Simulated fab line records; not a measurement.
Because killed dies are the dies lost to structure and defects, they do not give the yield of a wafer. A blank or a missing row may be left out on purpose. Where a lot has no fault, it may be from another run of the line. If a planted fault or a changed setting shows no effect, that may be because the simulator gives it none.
fab line records | flow sky130
record lots=14 wafers=42 last-day=51
route steps=708 shown LDD_P@263 LDD_HVP@285 SD_P@328 RES_XHIGH@339 PAD_OPEN@708
lots with no fault: from the same line, run without faults
start-h: the number of hours between the record's first day and the start of the first shown wafer of the lot | wait-h: time in hours since the lot's previous step | " same as the row above | L1.1+2: several wafers, shown together as one row | - no value present, or no start provided | * or withheld: withheld | < > ~ a bound
route shown NAME@n: names a module that has steps shown in the file, with the first one's number in the route | usual: mean/standard deviation taken from wafers without a fault | same: alike in all rows | chamber/n: place in a boat | sites: the reading at each site | _std_site: their standard deviation | _edge_site: mean of outer sites minus mean of inner sites | radius-mm: how far each site lies from the wafer's centre | mask NAME#n: copy n | behind: the tool/chamber that last shaped the wafer | hold: reason for holding the lot/hours on hold/outcome of the hold | device: transistor that didn't switch, given as n, p or np | end of line: tests of these same wafers at the route's end | a step with no rows: only its recipe | killed: at the first sort, the dies lost to defects and structure; wafer yield is something else | map: dies across one wafer; x = killed, . = not, _ = none there
set.NAME: the setting that was run; set.NAME@STEP: the one run at that earlier step | model.NAME: the simulator's own value behind a step, which no gauge read
steps of the route over a sample of lots; a table a step, a row a wafer
services: the hour from which a tool's chamber was out of use, counted from the record's first day as start-h (under 0 if before that day), plus the number of hours and why
## steps
# step SKY_LDD_P_OVL_MEAS_08
# usual LDD_P_OVL=0.6/1.2
# columns lot.wafer tool chamber start-h wait-h LDD_P_OVL[nm]
L405.1 overlay-02 - 420.49 0.1 1.1
L405.3 " - " " 0.7
L405.4 " - " " 0.9
L406.1 overlay-01 - 431.37 0.1 0.8
L406.2 " - " " 0.0
L406.5 " - " " 0.9
L408.1 overlay-02 - 452.79 0.1 2.4
L408.2 " - " " 0.6
L408.6 " - " " 0.3
L409.1 overlay-02 - 461.87 0.1 -0.2
L409.2 " - " " -0.1
L409.5 " - " " -1.0
L410.1 overlay-02 - 477.19 0.1 -2.0
L410.3 " - " " -0.8
L410.5 " - " " -1.1
L414.2 overlay-01 - 507.89 0.1 -0.4
L414.4 " - " " 1.2
L414.6 " - " " 0.4
L416.2 overlay-01 - 526.09 0.1 0.9
L416.3 " - " " 3.5
L416.5 " - " " 0.2
L420.1 overlay-02 - 564.32 0.1 0.3
L420.2 " - " " 1.4
L420.6 " - " " 0.6
L422.2 overlay-01 - 592.89 0.1 0.8
L422.3 " - " " 2.0
L422.4 " - " " 1.7
L423.3 overlay-01 - 605.55 0.1 -0.4
L423.5 " - " " -0.2
L423.6 " - " " 0.8
L426.2 overlay-01 - 623.94 0.1 0.8
L426.5 " - " " 1.2
L426.6 " - " " 1.4
L425.1 overlay-02 - 625.49 0.1 -0.2
L425.2 " - " " 2.3
L425.4 " - " " -1.1
L427.1 overlay-02 - 626.18 0.1 1.1
L427.3 " - " " 0.1
L427.5 " - " " 1.5
L428.1 overlay-01 - 671.99 0.1 0.6
L428.2 " - " " 2.2
L428.4 " - " " 0.9
# step SKY_LDD_HVP_OVL_MEAS_07
# usual LDD_HVP_OVL=-0.3/1.3
# columns lot.wafer tool chamber start-h wait-h LDD_HVP_OVL[nm]
L405.1 overlay-01 - 482.00 0.1 -2.8
L405.3 " - " " 1.6
L405.4 " - " " -3.7
L406.1 overlay-02 - 493.12 0.1 -1.1
L406.2 " - " " 0.2
L406.5 " - " " -0.2
L408.1 overlay-02 - 514.32 0.1 -2.7
L408.2 " - " " -3.4
L408.6 " - " " -0.7
L409.1 overlay-02 - 524.07 0.1 1.2
L409.2 " - " " 0.0
L409.5 " - " " 0.8
L410.1 overlay-02 - 538.79 0.1 -1.7
L410.3 " - " " -0.5
L410.5 " - " " 0.2
L414.2 overlay-02 - 567.80 0.1 -0.5
L414.4 " - " " 1.6
L414.6 " - " " -1.6
L416.2 overlay-02 - 585.47 0.1 0.9
L416.3 " - " " -3.4
L416.5 " - " " -0.7
L420.1 overlay-02 - 622.64 0.1 -0.1
L420.2 " - " " -2.9
L420.6 " - " " -2.1
L422.2 overlay-02 - 651.40 0.1 0.2
L422.3 " - " " -0.2
L422.4 " - " " 1.1
L423.3 overlay-01 - 663.33 0.1 -1.1
L423.5 " - " " 1.0
L423.6 " - " " 0.8
L426.2 overlay-01 - 681.15 0.1 2.0
L426.5 " - " " 1.0
L426.6 " - " " -0.7
L425.1 overlay-02 - 681.56 0.1 -3.4
L425.2 " - " " 0.6
L425.4 " - " " -0.4
L427.1 overlay-02 - 682.45 0.1 -1.3
L427.3 " - " " -1.3
L427.5 " - " " -0.1
L428.1 overlay-01 - 728.00 0.1 0.4
L428.2 " - " " 0.0
L428.4 " - " " 0.4
# step SKY_SD_P_OVL_MEAS_08
# usual SD_P_OVL=0.2/1.5
# columns lot.wafer tool chamber start-h wait-h SD_P_OVL[nm]
L405.1 overlay-02 - 573.08 0.1 -0.3
L405.3 " - " " -2.1
L405.4 " - " " -0.2
L406.1 overlay-02 - 585.64 0.1 0.7
L406.2 " - " " 1.0
L406.5 " - " " -1.3
L408.1 overlay-01 - 605.91 0.1 0.6
L408.2 " - " " 0.3
L408.6 " - " " 0.7
L409.1 overlay-02 - 616.14 0.1 0.6
L409.2 " - " " -1.1
L409.5 " - " " 0.7
L410.1 overlay-02 - 629.71 0.1 0.9
L410.3 " - " " 1.2
L410.5 " - " " 1.8
L414.2 overlay-01 - 657.94 0.1 0.5
L414.4 " - " " 1.0
L414.6 " - " " 1.1
L416.2 overlay-02 - 674.39 0.1 -2.5
L416.3 " - " " -2.2
L416.5 " - " " -1.4
L420.1 overlay-01 - 709.41 0.1 2.9
L420.2 " - " " 0.5
L420.6 " - " " 2.1
L422.2 overlay-01 - 739.19 0.1 2.0
L422.3 " - " " 2.7
L422.4 " - " " 2.0
L423.3 overlay-02 - 748.67 0.1 0.7
L423.5 " - " " 3.3
L423.6 " - " " 0.7
L426.2 overlay-01 - 767.14 0.1 1.1
L426.5 " - " " -0.2
L426.6 " - " " -0.8
L425.1 overlay-01 - 768.04 0.1 0.1
L425.2 " - " " -0.4
L425.4 " - " " -0.8
L427.1 overlay-01 - 769.24 0.1 0.1
L427.3 " - " " 0.3
L427.5 " - " " 0.7
L428.1 overlay-01 - 811.04 0.1 -0.4
L428.2 " - " " -0.1
L428.4 " - " " 1.1
# step SKY_RES_XHIGH_IMPLANT_07
# recipe species=BF2 energy-kev=20 dose-cm2=3.6e+14 tilt-deg=0
# usual beam-energy-keV=20.001/0.0067
# columns lot.wafer tool chamber start-h wait-h beam-energy-keV
L405.1 implanter-04 0 601.86 0.1 19.992
L405.3 " 0 " " 20.002
L405.4 " 0 " " 20.004
L406.1 implanter-02 0 615.34 0.1 19.993
L406.2 " 0 " " 19.994
L406.5 " 0 " " 19.995
L408.1 implanter-04 0 635.10 0.1 20.007
L408.2 " 0 " " 20.005
L408.6 " 0 " " 20.008
L409.1 implanter-04 0 644.94 0.1 20.004
L409.2 " 0 " " 20.003
L409.5 " 0 " " 19.998
L410.1 implanter-03 0 658.05 0.2 20.007
L410.3 " 0 " " 20.015
L410.5 " 0 " " 20.019
L414.2 implanter-04 0 686.12 0.1 19.532
L414.4 " 0 " " 19.546
L414.6 " 0 " " 19.538
L416.2 implanter-04 0 701.79 0.1 19.532
L416.3 " 0 " " 19.532
L416.5 " 0 " " 19.536
L420.1 implanter-03 0 737.14 0.1 20.000
L420.2 " 0 " " 19.991
L420.6 " 0 " " 19.998
L422.2 implanter-02 0 766.07 0.1 19.993
L422.3 " 0 " " 20.008
L422.4 " 0 " " 19.994
L423.3 implanter-03 0 775.77 0.1 20.008
L423.5 " 0 " " 20.002
L423.6 " 0 " " 19.991
L426.2 implanter-04 0 794.22 0.1 20.002
L426.5 " 0 " " 20.018
L426.6 " 0 " " 20.003
L425.1 implanter-04 0 795.65 0.1 19.993
L425.2 " 0 " " 20.004
L425.4 " 0 " " 19.999
L427.1 implanter-04 0 796.29 0.1 20.005
L427.3 " 0 " " 20.010
L427.5 " 0 " " 20.005
L428.1 implanter-02 0 837.64 0.1 19.993
L428.2 " 0 " " 19.999
L428.4 " 0 " " 20.001
# step SKY_PAD_OPEN_PROBE_99
# usual killed_at_M0_to_M3=44/7.2 killed_at_M4_up=3.1/1.7 killed-at-contacts=24/5.2 killed-at-front-end=15/4.1 killed-at-other=0.3/0.61 killed-dies=87/10 killed-open=48/7.5 killed-short=39/6.6
# same gross-dies=492 killed-at-back-side=0
# columns lot.wafer tool chamber start-h wait-h killed_at_M0_to_M3 killed_at_M4_up killed-at-contacts killed-at-front-end killed-at-other killed-dies killed-open killed-short
L408.1 prober-02 - 1088.99 0.1 45 2 29 13 0 89 52 37
L408.2 prober-02 - 1089.04 0.1 49 5 26 13 0 93 49 44
L408.6 prober-02 - 1089.24 0.2 45 2 38 9 0 94 56 38
L414.2 prober-02 - 1125.61 0.1 47 4 29 20 1 101 55 45
L414.4 prober-02 - 1125.71 0.2 38 5 15 17 1 76 36 39
L414.6 prober-02 - 1125.81 0.2 30 1 22 14 0 67 34 33
L416.2 prober-02 - 1135.25 0.1 42 9 24 12 0 87 48 38
L416.3 prober-02 - 1135.30 0.2 42 4 33 14 0 93 59 34
L416.5 prober-02 - 1135.40 0.2 40 1 24 27 0 92 55 37
L422.2 prober-02 - 1179.17 0.1 38 4 17 15 0 74 41 33
L422.3 prober-02 - 1179.22 0.2 36 4 31 14 0 85 42 43
L422.4 prober-02 - 1179.27 0.2 42 4 24 11 0 81 48 33
# killed by level:class
L408.1 CONTACT:geometric-particle:open=13 VIA1:geometric-particle:open=9 VIA2:geometric-particle:open=9 FIELD_ISO:geometric-particle:open=7 VIA1:geometric-particle:short=7 CONTACT:geometric-particle:short=6 METAL2:geometric-particle:short=5 VIA3:geometric-particle:open=5
L408.2 METAL1:geometric-particle:short=11 VIA1:geometric-particle:open=10 CONTACT:geometric-particle:open=9 VIA3:geometric-particle:open=7 LI_CONTACT:geometric-particle:open=6 VIA2:geometric-particle:open=5 LI_CONTACT:geometric-particle:short=4 METAL4:geometric-particle:short=4
L408.6 CONTACT:geometric-particle:open=12 LI_CONTACT:geometric-particle:open=12 CONTACT:geometric-particle:short=8 VIA1:geometric-particle:open=8 VIA3:geometric-particle:open=7 METAL2:geometric-particle:short=5 VIA2:geometric-particle:open=5 LI_CONTACT:geometric-particle:short=4
L414.2 CONTACT:geometric-particle:open=12 LI_CONTACT:geometric-particle:open=8 VIA3:geometric-particle:open=8 VIA2:geometric-particle:open=8 POLY_GATE:geometric-particle:short=7 METAL1:geometric-particle:short=7 VIA1:geometric-particle:open=7 METAL2:geometric-particle:short=6
L414.4 CONTACT:geometric-particle:open=10 METAL1:geometric-particle:short=8 METAL2:geometric-particle:short=6 VIA2:geometric-particle:open=6 FIELD_ISO:geometric-particle:short=5 VIA1:geometric-particle:open=5 SPACER:geometric-particle:short=4 VIA1:geometric-particle:short=4
L414.6 CONTACT:geometric-particle:short=8 METAL2:geometric-particle:short=6 POLY_GATE:geometric-particle:open=5 CONTACT:geometric-particle:open=5 VIA2:geometric-particle:open=5 LI_CONTACT:geometric-particle:open=4 LOCAL_INTERCONNECT:geometric-particle:short=4 METAL1:geometric-particle:short=3
L416.2 LI_CONTACT:geometric-particle:open=9 VIA1:geometric-particle:open=9 CONTACT:geometric-particle:open=7 VIA3:geometric-particle:open=6 METAL1:geometric-particle:short=5 VIA1:geometric-particle:short=5 METAL2:geometric-particle:short=5 METAL4:geometric-particle:short=5
L416.3 VIA1:geometric-particle:open=14 CONTACT:geometric-particle:open=13 LI_CONTACT:geometric-particle:open=8 VIA2:geometric-particle:open=7 VIA3:geometric-particle:open=6 FIELD_ISO:geometric-particle:open=4 CONTACT:geometric-particle:short=4 METAL2:geometric-particle:short=4
L416.5 VIA1:geometric-particle:open=15 FIELD_ISO:geometric-particle:open=13 LI_CONTACT:geometric-particle:open=8 CONTACT:geometric-particle:open=8 FIELD_ISO:geometric-particle:short=7 POLY_GATE:geometric-particle:short=6 METAL2:geometric-particle:short=5 VIA2:geometric-particle:open=4
L422.2 VIA1:geometric-particle:open=8 VIA2:geometric-particle:open=8 LI_CONTACT:geometric-particle:open=7 VIA3:geometric-particle:open=6 LI_CONTACT:geometric-particle:short=5 POLY_GATE:geometric-particle:short=4 FIELD_ISO:geometric-particle:short=3 POLY_GATE:geometric-particle:open=3
L422.3 CONTACT:geometric-particle:open=11 VIA1:geometric-particle:open=9 METAL1:geometric-particle:short=8 LI_CONTACT:geometric-particle:open=6 LI_CONTACT:geometric-particle:short=5 LOCAL_INTERCONNECT:geometric-particle:short=5 METAL2:geometric-particle:short=5 METAL4:geometric-particle:short=4
L422.4 CONTACT:geometric-particle:open=12 VIA2:geometric-particle:open=7 VIA1:geometric-particle:open=7 FIELD_ISO:geometric-particle:short=5 METAL3:geometric-particle:short=5 VIA3:geometric-particle:open=5 METAL2:geometric-particle:open=5 METAL2:geometric-particle:short=5
## services
# columns tool chamber start-h hours kind
implanter-04 - 592.62 0.7 repair
implanter-03 - 607.67 5.4 repair
implanter-04 - 618.78 4.9 pm
implanter-04 - 641.25 2.0 repair
implanter-02 - 651.29 94.5 pm
implanter-04 - 719.09 3.9 pm
implanter-03 - 744.07 3.5 repair
implanter-02 - 747.57 7.0 pm
implanter-04 - 756.53 26.1 pm
implanter-03 - 795.28 1.7 repair
implanter-04 - 834.41 5.6 repair
## key
first-sign step=SKY_RES_XHIGH_IMPLANT_07 reading=beam-energy-keV direction=down sigmas=69 usual=* struck=*
effect none on later readings
met-at SKY_RES_XHIGH_IMPLANT_07
struck-lots L414,L416
tester-left-out L414,L416
not-acting-at SKY_LDD_P_OVL_MEAS_08,SKY_LDD_HVP_OVL_MEAS_07,SKY_SD_P_OVL_MEAS_08
onset-between 644.94 686.12
fault kind=process-parameter-drift tool=implanter-04 chamber=- onset-h=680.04 steps=SKY_RES_XHIGH_IMPLANT_07 channel=energy-kev offset=* shape=step end-h=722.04 acts-in=* stated=*
# tester-left-out: of these lots the tester's yield and bins aren't shown, on N5 and GAA mostly nor the transistor test; their killed dies are dies lost to structure and defects alone, not to doping, threshold or leakage, so they don't give the yield
